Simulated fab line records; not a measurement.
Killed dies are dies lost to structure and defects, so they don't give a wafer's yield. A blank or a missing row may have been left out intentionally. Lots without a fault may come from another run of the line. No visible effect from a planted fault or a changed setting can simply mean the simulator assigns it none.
fab line records -- flow gf180mcu -- part 2 of 2: steps 30 to 41 of 41
record: lots: 5, wafers: 15, lastDay: 34
route steps=602 shown VT_IMPLANT@115 MVSD@136 NWELL@137 LVPWELL@138 MVPSD@139 DUAL_GATE@141
lots that met no fault: taken from a fault-free run of the same line
startH: hours from the record's first day to the start of the lot's first wafer shown -- waitH: hours since the lot's step before -- " as in the row above -- L1.1+2: a row that stands for several wafers -- - no value present, or no start provided -- * or withheld: withheld -- < > ~ a bound
route shown NAME@n: names a module that has steps shown in the file, with the first one's number in the route -- usual: average and standard deviation across the fault-free wafers -- same: alike in all rows -- chamber/n: place in a boat -- sites: the reading at each site -- _std_site: how widely they spread, as a standard deviation -- _edge_site: inner sites' mean taken away from outer sites' mean -- radiusMm: how far each site lies from the wafer's centre -- mask NAME#n: copy n -- behind: the last tool/chamber to shape the wafer -- hold: the reason the lot was held/the length of the hold in hours/how it ended -- device: transistor that didn't switch, given as n, p or np -- end of line: tests run on the same wafers once the route is complete -- for a step that has no rows: nothing shown but its recipe -- killed: the dies lost at the first sort to structure and to defects; this is not the yield of the wafer -- map: a wafer's dies, x killed, . not, _ none there
set.NAME: the setting that was run; set.NAME@STEP: the one run at that earlier step -- model.NAME: the simulator's own value behind a step, which no gauge read
certain route steps with their lots: each step a table, each wafer a row
services: the hour from which a tool's chamber was out of use, counted from the record's first day as startH (under 0 if before that day), plus the number of hours and why
== steps ==
step: GF_DUAL_GATE_THK_MEAS_03
recipe: reads: SiO2_of_DUAL_GATE_OXIDATION_02
usual: DUAL_GATE_OXIDATION_00_THK: 10.94/0.17
lot.wafer,tool,chamber,startH,waitH,DUAL_GATE_OXIDATION_00_THK[nm]
L074.2,filmMetro-02,-,156.87,0.0,10.93
L074.4,filmMetro-02,-,156.87,0.0,10.93
L074.6,filmMetro-02,-,156.87,0.0,10.76
L085.1,filmMetro-04,-,244.39,0.0,11.04
L085.2,filmMetro-04,-,244.39,0.0,10.87
L085.6,filmMetro-04,-,244.39,0.0,10.89
L087.1,filmMetro-04,-,255.97,0.0,10.86
L087.2,filmMetro-04,-,255.97,0.0,10.96
L087.5,filmMetro-04,-,255.97,0.0,10.92
L091.1,filmMetro-04,-,282.80,0.0,10.68
L091.5,filmMetro-04,-,282.80,0.0,10.64
L091.6,filmMetro-04,-,282.80,0.0,10.84
L094.1,filmMetro-04,-,299.44,0.0,10.93
L094.3,filmMetro-04,-,299.44,0.0,10.83
L094.5,filmMetro-04,-,299.44,0.0,10.90
step: GF_DUAL_GATE_DEHYDRATE_04
recipe: tempC: 200, timeS: 60
lot.wafer,tool,chamber,startH,waitH
L074.2+4+6,lithoTrack-03,0,164.55,7.7
L085.1+2+6,lithoTrack-01,0,253.18,8.8
L087.1+2+5,lithoTrack-01,0,263.68,7.7
L091.1+5+6,lithoTrack-04,0,291.95,9.1
L094.1+3+5,lithoTrack-03,0,309.47,10.0
step: GF_DUAL_GATE_HMDS_05
recipe: primeTimeS: 60, primeTempC: 120
lot.wafer,tool,chamber,startH,waitH
L074.2+4+6,lithoTrack-03,0,164.70,0.1
L085.1+2+6,lithoTrack-01,0,253.33,0.1
L087.1+2+5,lithoTrack-01,0,263.83,0.1
L091.1+5+6,lithoTrack-04,0,292.10,0.1
L094.1+3+5,lithoTrack-03,0,309.62,0.1
step: GF_DUAL_GATE_COAT_06
recipe: resist: NOVOLAK, spinRpm: 3000, resistThkNm: 1000
lot.wafer,tool,chamber,startH,waitH
L074.2+4+6,lithoTrack-03,0,164.85,0.1
L085.1+2+6,lithoTrack-01,0,253.48,0.1
L087.1+2+5,lithoTrack-01,0,263.98,0.1
L091.1+5+6,lithoTrack-04,0,292.25,0.1
L094.1+3+5,lithoTrack-03,0,309.77,0.1
step: GF_DUAL_GATE_SOFTBAKE_07
recipe: tempC: 90, timeS: 60, resist: NOVOLAK
lot.wafer,tool,chamber,startH,waitH
L074.2+4+6,lithoTrack-03,0,165.00,0.1
L085.1+2+6,lithoTrack-01,0,253.63,0.1
L087.1+2+5,lithoTrack-01,0,264.13,0.1
L091.1+5+6,lithoTrack-04,0,292.40,0.1
L094.1+3+5,lithoTrack-03,0,309.92,0.1
step: GF_DUAL_GATE_EXPOSE_08
recipe: maskId: Dualgate, targetCdNm: 700, na: 0.6, sourceShape: conventional, sigmaOuter: 0.6, doseMj: 140
usual: reticleTempC: 22.99/0.11
lot.wafer,tool,chamber,startH,waitH,mask,reticleTempC
L074.2,ilineStepper-01,0,-,-,Dualgate#0,22.87
L074.4,ilineStepper-01,0,-,-,Dualgate#0,22.89
L074.6,ilineStepper-01,0,-,-,Dualgate#0,22.89
L085.1,ilineStepper-02,0,-,-,Dualgate#0,23.07
L085.2,ilineStepper-02,0,-,-,Dualgate#0,23.06
L085.6,ilineStepper-02,0,-,-,Dualgate#0,22.89
L087.1,ilineStepper-02,0,-,-,Dualgate#0,22.89
L087.2,ilineStepper-02,0,-,-,Dualgate#0,23.10
L087.5,ilineStepper-02,0,-,-,Dualgate#0,22.88
L091.1,ilineStepper-02,0,-,-,Dualgate#0,22.93
L091.5,ilineStepper-02,0,-,-,Dualgate#0,22.83
L091.6,ilineStepper-02,0,-,-,Dualgate#0,23.03
L094.1,ilineStepper-01,0,-,-,Dualgate#0,23.09
L094.3,ilineStepper-01,0,-,-,Dualgate#0,23.07
L094.5,ilineStepper-01,0,-,-,Dualgate#0,23.12
step: GF_DUAL_GATE_PEB_09
recipe: tempC: withheld, timeS: *, resist: NOVOLAK
lot.wafer,tool,chamber,startH,waitH
L074.2+4+6,lithoTrack-04,0,-,-
L085.1+2+6,lithoTrack-04,0,-,-
L087.1+2+5,lithoTrack-04,0,-,-
L091.1+5+6,lithoTrack-01,0,-,-
L094.1+3+5,lithoTrack-04,0,-,-
step: GF_DUAL_GATE_DEVELOP_10
recipe: developTimeS: 60, devTempC: 23
lot.wafer,tool,chamber,startH,waitH
L074.2+4+6,lithoTrack-04,0,172.83,0.1
L085.1+2+6,lithoTrack-04,0,262.15,0.1
L087.1+2+5,lithoTrack-04,0,273.65,0.1
L091.1+5+6,lithoTrack-01,0,301.93,0.1
L094.1+3+5,lithoTrack-04,0,320.05,0.1
step: GF_DUAL_GATE_OVL_MEAS_11
usual: DUAL_GATE_OVL: -0.7/1.3
lot.wafer,tool,chamber,startH,waitH,DUAL_GATE_OVL[nm]
L074.2,overlay-01,-,172.96,0.1,-3.1
L074.4,overlay-01,-,172.96,0.1,-2.6
L074.6,overlay-01,-,172.96,0.1,-3.5
L085.1,overlay-01,-,262.30,0.1,0.2
L085.2,overlay-01,-,262.30,0.1,0.2
L085.6,overlay-01,-,262.30,0.1,0.6
L087.1,overlay-02,-,273.80,0.1,-3.8
L087.2,overlay-02,-,273.80,0.1,-2.5
L087.5,overlay-02,-,273.80,0.1,-0.9
L091.1,overlay-02,-,302.08,0.1,-1.6
L091.5,overlay-02,-,302.08,0.1,-0.8
L091.6,overlay-02,-,302.08,0.1,-0.5
L094.1,overlay-01,-,320.20,0.1,-1.5
L094.3,overlay-01,-,320.20,0.1,-0.4
L094.5,overlay-01,-,320.20,0.1,-0.4
step: GF_DUAL_GATE_WET_ETCH_12
recipe: chemistry: dHF, targetDepthNm: 13, dry: n2Spin, target: SiO2, tempC: 25, dilution: 100:1, timeS: 249
lot.wafer,tool,chamber,startH,waitH
L074.2+4+6,wetBench-02,0,172.99,0.0
L085.1+2+6,wetBench-01,2,262.34,0.0
L087.1+2+5,wetBench-02,2,273.84,0.0
L091.1+5+6,wetBench-04,0,302.11,0.0
L094.1+3+5,wetBench-02,0,320.24,0.0
step: GF_DUAL_GATE_STRIP_13
recipe: chemistry: O2/N2, powerW: 1400, pressureMtorr: 1500, platenTempC: 250, o2FlowSccm: 3000, n2FlowSccm: 300, overashFraction: 0.5
usual: drypumpMotorCurrentA: 5.6/0.53, heaterPowerW: 341/36, n2FlowSccm: 300.0/0.82, o2FlowSccm: 3000/8.2, oesProductAu: 0.717/0.0046, stripTimeToEndpointS: 12.63/0.034
same: overashFraction: 0.5
lot.wafer,tool,chamber,startH,waitH,drypumpMotorCurrentA,heaterPowerW,n2FlowSccm,o2FlowSccm,oesProductAu,rfHoursCounterH,stripTimeToEndpointS
L074.2,plasmaAsher-04,0,173.07,0.0,5.7,310,299.2,2989,0.712,55,12.63
L074.4,plasmaAsher-04,1,173.07,0.0,4.8,291,298.4,2999,0.717,-,12.66
L074.6,plasmaAsher-04,1,173.07,0.0,4.7,290,300.0,2988,0.719,-,12.60
L085.1,plasmaAsher-01,0,262.42,0.0,6.4,381,299.2,2997,0.717,56,12.68
L085.2,plasmaAsher-01,1,262.42,0.0,5.6,364,299.5,3000,0.721,56,12.68
L085.6,plasmaAsher-01,1,262.42,0.0,5.6,373,300.5,3003,0.718,-,12.65
L087.1,plasmaAsher-02,1,273.92,0.0,6.0,365,298.8,3010,0.717,16,12.63
L087.2,plasmaAsher-02,0,273.92,0.0,5.2,368,300.1,3009,0.717,16,12.60
L087.5,plasmaAsher-02,0,273.92,0.0,5.2,362,299.5,2994,0.724,-,12.62
L091.1,plasmaAsher-04,1,302.19,0.0,4.7,277,300.1,3003,0.705,67,12.62
L091.5,plasmaAsher-04,1,302.19,0.0,4.8,282,300.2,3001,0.709,-,12.64
L091.6,plasmaAsher-04,0,302.19,0.0,5.7,299,299.9,3007,0.711,-,12.61
L094.1,plasmaAsher-01,0,320.32,0.0,6.4,384,300.4,2994,0.715,62,12.64
L094.3,plasmaAsher-01,0,320.32,0.0,6.4,395,300.9,3007,0.715,-,12.66
L094.5,plasmaAsher-01,0,320.32,0.0,6.4,385,302.6,3004,0.715,-,12.65
step: GF_DUAL_GATE_CLEAN_14
recipe: chemistry: SC1/SC2, mix: 1:4:20, tempC: 70, timeS: 150, dry: n2Spin
lot.wafer,tool,chamber,startH,waitH
L074.2+4+6,wetBench-01,3,173.17,0.1
L085.1+2+6,wetBench-01,3,262.52,0.1
L087.1+2+5,wetBench-01,1,274.02,0.1
L091.1+5+6,wetBench-01,0,302.29,0.1
L094.1+3+5,wetBench-04,1,320.42,0.1
== services ==
tool,chamber,startH,hours,kind
plasmaAsher-02,-,108.75,9.0,pm
ilineStepper-02,-,110.32,1.7,pm
plasmaAsher-03,-,110.46,1.0,repair
implanter-04,-,115.88,5.5,repair
furnace-02,-,116.51,5.9,pm
furnace-01,-,123.57,10.0,pm
implanter-03,-,126.45,56.8,repair
ilineStepper-01,-,132.49,4.4,pm
ilineStepper-01,-,170.93,1.7,pm
furnace-02,-,176.51,3.1,pm
plasmaAsher-01,-,181.17,1.0,repair
plasmaAsher-04,-,211.53,2.8,repair
furnace-01,-,215.89,3.4,pm
furnace-01,-,219.29,2.4,pm
furnace-02,-,222.14,3.6,pm
implanter-04,-,227.43,3.6,pm
plasmaAsher-04,-,228.34,2.5,repair
rtpAnneal-01,-,260.07,4.3,pm
plasmaAsher-04,-,261.77,2.8,pm
ilineStepper-01,-,262.08,14.6,repair
implanter-01,-,272.76,3.1,pm
implanter-01,-,286.15,2.5,repair
ilineStepper-02,-,306.42,1.7,pm
wetBench-01,-,315.01,21.5,repair
